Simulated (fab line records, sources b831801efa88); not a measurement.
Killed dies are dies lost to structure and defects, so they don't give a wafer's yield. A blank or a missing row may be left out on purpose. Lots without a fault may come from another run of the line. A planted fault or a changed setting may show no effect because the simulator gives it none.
Which tool did it? | flow sky130 | 12 lots, 36 wafers sampled, at 3 steps of a route of 708

WHAT THE GAUGES READ, wafer by wafer
SKY_RES_XHIGH_TW_MEAS_09.
lot  | measured     | on            | RES_XHIGH_TW
L236 | day 27 09:19 | film_metro-03 | 1663 1641 1653
L238 | day 27 18:29 | film_metro-01 | 1647 1645 1648
L240 | day 28 20:44 | film_metro-03 | 1649 1652 1656
L247 | day 31 00:41 | film_metro-03 | 1650 1654 1640
L248 | day 31 09:29 | film_metro-03 | 1644 1643 1651
L251 | day 32 11:11 | film_metro-03 | 1643 1648 1644
L249 | day 32 12:35 | film_metro-03 | 1633 1646 1651
L250 | day 32 12:47 | film_metro-03 | 1642 1640 1642
L252 | day 33 18:17 | film_metro-03 | 1659 1655 1652
L254 | day 33 20:05 | film_metro-02 | 1657 1651 1662
L257 | day 34 19:24 | film_metro-01 | 1639 1636 1645
L258 | day 35 00:37 | film_metro-03 | 1651 1645 1651

WHICH TOOL RAN EACH LOT (tool, then ch and the chambers of the sampled wafers, then the start)
lot  | SKY_LDD_LDN_STRIP_12                 | SKY_POLY_CUT_ETCH_10
L236 | plasma_asher-04 ch 0,1, day 23 16:19 | rie_diel-02 ch 0,1,3, day 24 23:20
L238 | plasma_asher-04 ch 0,1, day 23 22:28 | rie_diel-01 ch 1,3, day 25 07:29
L240 | plasma_asher-03 ch 0,1, day 25 03:30 | rie_diel-04 ch 1,3, day 26 11:01
L247 | plasma_asher-03 ch 0,1, day 27 10:04 | rie_diel-04 ch 1,2,3, day 28 17:29
L248 | plasma_asher-04 ch 0,1, day 27 18:01 | rie_diel-02 ch 0,1,2, day 29 00:37
L251 | plasma_asher-03 ch 0,1, day 28 21:34 | rie_diel-02 ch 1,3, day 30 03:08
L249 | plasma_asher-04 ch 0,1, day 28 21:52 | rie_diel-04 ch 0,1,2, day 30 04:10
L250 | plasma_asher-03 ch 1, day 28 22:10   | rie_diel-02 ch 0,1,3, day 30 04:31
L252 | plasma_asher-01 ch 0,1, day 30 04:31 | rie_diel-01 ch 1,2, day 31 10:23
L254 | plasma_asher-04 ch 0,1, day 30 08:10 | rie_diel-04 ch 1,2, day 31 13:22
L257 | plasma_asher-04 ch 0,1, day 31 06:58 | rie_diel-02 ch 0,2,3, day 32 13:14
L258 | plasma_asher-03 ch 0,1, day 31 11:39 | rie_diel-04 ch 1,2,3, day 32 18:16
- SKY_LDD_LDN_STRIP_12: strips in O2/N2.
- SKY_POLY_CUT_ETCH_10: etches BARC in N2/H2, stops on SiO2, time 45.9 s, target depth 60 nm.

WHAT THE TOOLS THEMSELVES READ (means of the sampled wafers that have a number; where no wafer has one, the mark that the record gives instead)
SKY_LDD_LDN_STRIP_12.
lot  | tool            | drypump_motor_current_A (A) | oes_product_au (a.u.) | strip_time_to_endpoint_s (s)
L236 | plasma_asher-04 | 5.9                         | 0.717                 | 14.15
L238 | plasma_asher-04 | 5.8                         | 0.710                 | 14.19
L240 | plasma_asher-03 | 5.6                         | 0.710                 | 14.11
L247 | plasma_asher-03 | 5.6                         | 0.714                 | 14.24
L248 | plasma_asher-04 | 5.9                         | 0.719                 | 14.22
L251 | plasma_asher-03 | 5.5                         | 0.713                 | 14.15
L249 | plasma_asher-04 | 6.0                         | 0.717                 | 14.30
L250 | plasma_asher-03 | 5.7                         | 0.713                 | 14.21
L252 | plasma_asher-01 | 6.0                         | 0.715                 | 14.21
L254 | plasma_asher-04 | 6.0                         | 0.713                 | 14.23
L257 | plasma_asher-04 | 6.0                         | 0.717                 | 14.23
L258 | plasma_asher-03 | 5.4                         | 0.716                 | 14.19

SKY_POLY_CUT_ETCH_10.
lot  | tool        | drypump_motor_current_A (A) | oes_product_au (a.u.) | throttle_valve_pct (%)
L236 | rie_diel-02 | 6.0                         | 0.859                 | 13.222
L238 | rie_diel-01 | 5.6                         | 0.856                 | 13.231
L240 | rie_diel-04 | 5.5                         | 0.852                 | 13.227
L247 | rie_diel-04 | 5.5                         | 0.854                 | 13.226
L248 | rie_diel-02 | 5.8                         | 0.851                 | 13.227
L251 | rie_diel-02 | 5.9                         | 0.856                 | 13.213
L249 | rie_diel-04 | 5.7                         | 0.857                 | 13.223
L250 | rie_diel-02 | 6.0                         | 0.853                 | 13.219
L252 | rie_diel-01 | 5.7                         | 0.855                 | 13.232
L254 | rie_diel-04 | 5.5                         | 0.850                 | 13.221
L257 | rie_diel-02 | 5.9                         | 0.856                 | 13.222
L258 | rie_diel-04 | 5.5                         | 0.858                 | 13.219

THE ANSWER, worked out from the rows above alone
Rule: what is usual is taken from the lots themselves. Put in order of their means at a reading, lots are off if they are a third of the lots or fewer, leave a main group of 4 or more, and stand apart from it by a gap of 3 or more times the standard deviation of the main group's means; of several such gaps the widest counts. A main group whose means are all the same, to the digits that the tables above print for the reading, isn't used. A lot without any number at a reading at which 4 lots or more have one is off too. The other lots that the step has rows for count as sound. The gauges are gone through in route order, then the tools' own readings, and for those a lot's mean is taken as printed above. The first step at which some lot is off is used, and at that step the reading that is off furthest; a lot without a number counts as furthest.
No lot is off at any reading shown: from this, nothing can be told.

WHAT THE SIMULATOR HAD PUT IN
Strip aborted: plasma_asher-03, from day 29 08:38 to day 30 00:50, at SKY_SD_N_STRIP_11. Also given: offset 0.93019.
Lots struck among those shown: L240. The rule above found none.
